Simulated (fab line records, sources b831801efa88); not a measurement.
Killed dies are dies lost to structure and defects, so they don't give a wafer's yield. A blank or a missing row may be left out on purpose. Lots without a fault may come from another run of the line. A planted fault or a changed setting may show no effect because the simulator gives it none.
One fault seen from 2 desks | flow gf180mcu | each desk has only its own numbers; what lay behind them comes last

THE METROLOGY DESK
What the gauges read, lot by lot, whatever tool the lot ran on: means of the sampled wafers that have a number. A lot is out of limits, marked OUT, if its mean lies more than 4 standard deviations from the usual mean; the brackets give that distance.
Columns: A = cd_nm at GF_PSD_CD_MEAS_07, usual 399.6 nm; B = CONTACT_BOW at GF_CONTACT_BOW_MEAS_05, usual 64 um
lot  | first seen here | A     | B
L509 | day 14 11:04    | 398.9 | 59
L510 | day 14 13:14    | 399.8 | 64
L511 | day 14 21:17    | 400.5 | 60
L512 | day 15 08:57    | 397.9 | 67
L513 | day 15 16:11    | 403.8 | 61
L514 | day 15 20:45    | 401.4 | 68
L523 | day 19 00:23    | 400.1 | 71
L525 | day 19 14:42    | 396.1 | 56
L526 | day 20 02:09    | 401.2 | 62
L528 | day 20 20:03    | 398.3 | 67
L529 | day 21 01:56    | 396.8 | 71
L530 | day 21 10:02    | 401.1 | 65
L531 | day 21 19:42    | 396.9 | 68
L532 | day 22 14:38    | 398.5 | 73
This desk's finding: nothing out of limits on any of the 14 lots.

THE TOOL OWNER'S DESK: wet_bench-02
The tool's own readings at GF_SAB_WET_ETCH_12 (etches SiO2 in dHF, target depth 22 nm, time 440 s): means of the sampled wafers that have a number, for each lot that ran on this tool. A lot is out of limits, marked OUT, if its mean lies more than 4 standard deviations from the usual mean; the brackets give that distance.
Columns: A = run_length_s at GF_SAB_WET_ETCH_12, usual 470 s
lot  | first seen here | A
L511 | day 15 19:19    | 464
L512 | day 16 07:27    | 468
L513 | day 16 14:36    | 313 (-42) OUT
L514 | day 16 19:48    | 313 (-42) OUT
L523 | day 20 01:43    | 471
L526 | day 21 02:43    | 464
L528 | day 21 20:48    | 468
L529 | day 22 02:12    | 467
L530 | day 22 10:18    | 467
This desk's finding: out of limits on L513, L514; first on L513, day 16 14:36 (run_length_s at GF_SAB_WET_ETCH_12). In limits: L511, L512, L523, L526, L528, L529, L530.

PUT TOGETHER
The tool owner's desk could have raised an alarm at day 16 14:36, on L513, L514.
The metrology desk saw nothing out of limits.
The metrology desk has L513, L514 on record, within its limits.
Of the lots named, all ran GF_SAB_WET_ETCH_12 on wet_bench-02.

WHAT THE SIMULATOR HAD PUT IN
Process parameter drift: wet_bench-02, from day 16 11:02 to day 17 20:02, at GF_SAB_WET_ETCH_12. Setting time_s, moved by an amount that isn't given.
Lots struck among those shown: L513, L514.
Hours from the fault's start to each desk's first reading out of limits: the tool owner's desk, 4.
